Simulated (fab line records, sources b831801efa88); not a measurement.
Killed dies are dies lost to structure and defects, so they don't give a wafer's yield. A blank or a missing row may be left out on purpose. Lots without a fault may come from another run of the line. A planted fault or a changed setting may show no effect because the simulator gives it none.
Chamber matching | flow gf180mcu | GF_V4_CMP_04 on cmp-01: 4 sister chambers
The step polishes SiO2. 27 wafers are shown with their chamber, then 12 later ones without.

WAFERS WITH THEIR CHAMBER
wafer  | chamber | motor_current_A (A) | time_to_endpoint_s (s)
L074.2 | 1       | 10.3                | 89
L074.5 | 0       | 11.6                | 88
L074.6 | 1       | 10.5                | 85
L075.3 | 2       | 13.8                | 73
L075.4 | 0       | 11.8                | 77
L075.5 | 1       | 10.3                | 80
L076.2 | 3       | 11.4                | 77
L076.5 | 1       | 10.5                | 86
L076.6 | 0       | 12.3                | 88
L080.1 | 1       | 10.2                | 79
L080.3 | 3       | 11.4                | 72
L080.4 | 0       | 11.8                | 80
L081.1 | 1       | 10.3                | 78
L081.4 | 0       | 11.9                | 80
L081.6 | 1       | 10.9                | 80
L082.3 | 2       | 13.9                | 75
L082.4 | 0       | 11.1                | 80
L082.5 | 0       | 11.5                | 81
L084.1 | 2       | 13.5                | 67
L084.3 | 3       | 11.2                | 66
L084.6 | 1       | 10.6                | 80
L086.1 | 3       | 11.1                | 70
L086.2 | 0       | 11.8                | 74
L086.6 | 3       | 10.9                | 79
L090.1 | 0       | 11.6                | 77
L090.3 | 3       | 11.1                | 75
L090.6 | 3       | 11.4                | 79

SIGNATURES (means of the wafers above)
reading            | chamber 0 | chamber 1 | chamber 2 | chamber 3 | scatter within a chamber
motor_current_A    | 11.711    | 10.450    | 13.733    | 11.214    | 0.257
time_to_endpoint_s | 80.56     | 82.12     | 71.67     | 74.00     | 4.52
Rule: a wafer's distance from a chamber is the root of the sum, over the readings, of the square of ((its reading less the chamber's mean) divided by the reading's scatter). The wafer belongs to the nearest chamber; if the next one is less than 2 further off, it can't be placed. The scatter: the root of (the sum of the squares of (reading less its chamber's mean) over the shown wafers, divided by (wafers less chambers)).

WAFERS WITHOUT THEIR CHAMBER
wafer  | motor_current_A (A) | time_to_endpoint_s (s)
L091.1 | 11.3                | 71
L091.2 | 13.6                | 68
L091.5 | 12.0                | 76
L092.3 | 11.7                | 72
L092.5 | 11.9                | 76
L092.6 | 13.6                | 80
L094.2 | 11.6                | 82
L094.3 | 11.9                | 69
L094.6 | 11.6                | 79
L097.2 | 10.4                | 74
L097.5 | 14.2                | 81
L097.6 | 10.6                | 86

WHICH CHAMBER EACH WENT THROUGH
wafer  | from the rows above     | in truth
L091.1 | can't be placed: 3 or 0 | 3
L091.2 | 2                       | 2
L091.5 | can't be placed: 0 or 3 | 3
L092.3 | can't be placed: 0 or 3 | 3
L092.5 | can't be placed: 0 or 3 | 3
L092.6 | 2                       | 2
L094.2 | can't be placed: 0 or 3 | 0
L094.3 | can't be placed: 0 or 3 | 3
L094.6 | can't be placed: 0 or 3 | 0
L097.2 | can't be placed: 1 or 3 | 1
L097.5 | 2                       | 2
L097.6 | 1                       | 1
Placed correctly: 4 of 12. Can't be placed from these rows: 8 (the true chamber is among the candidates in 8). Placed wrongly: 0.
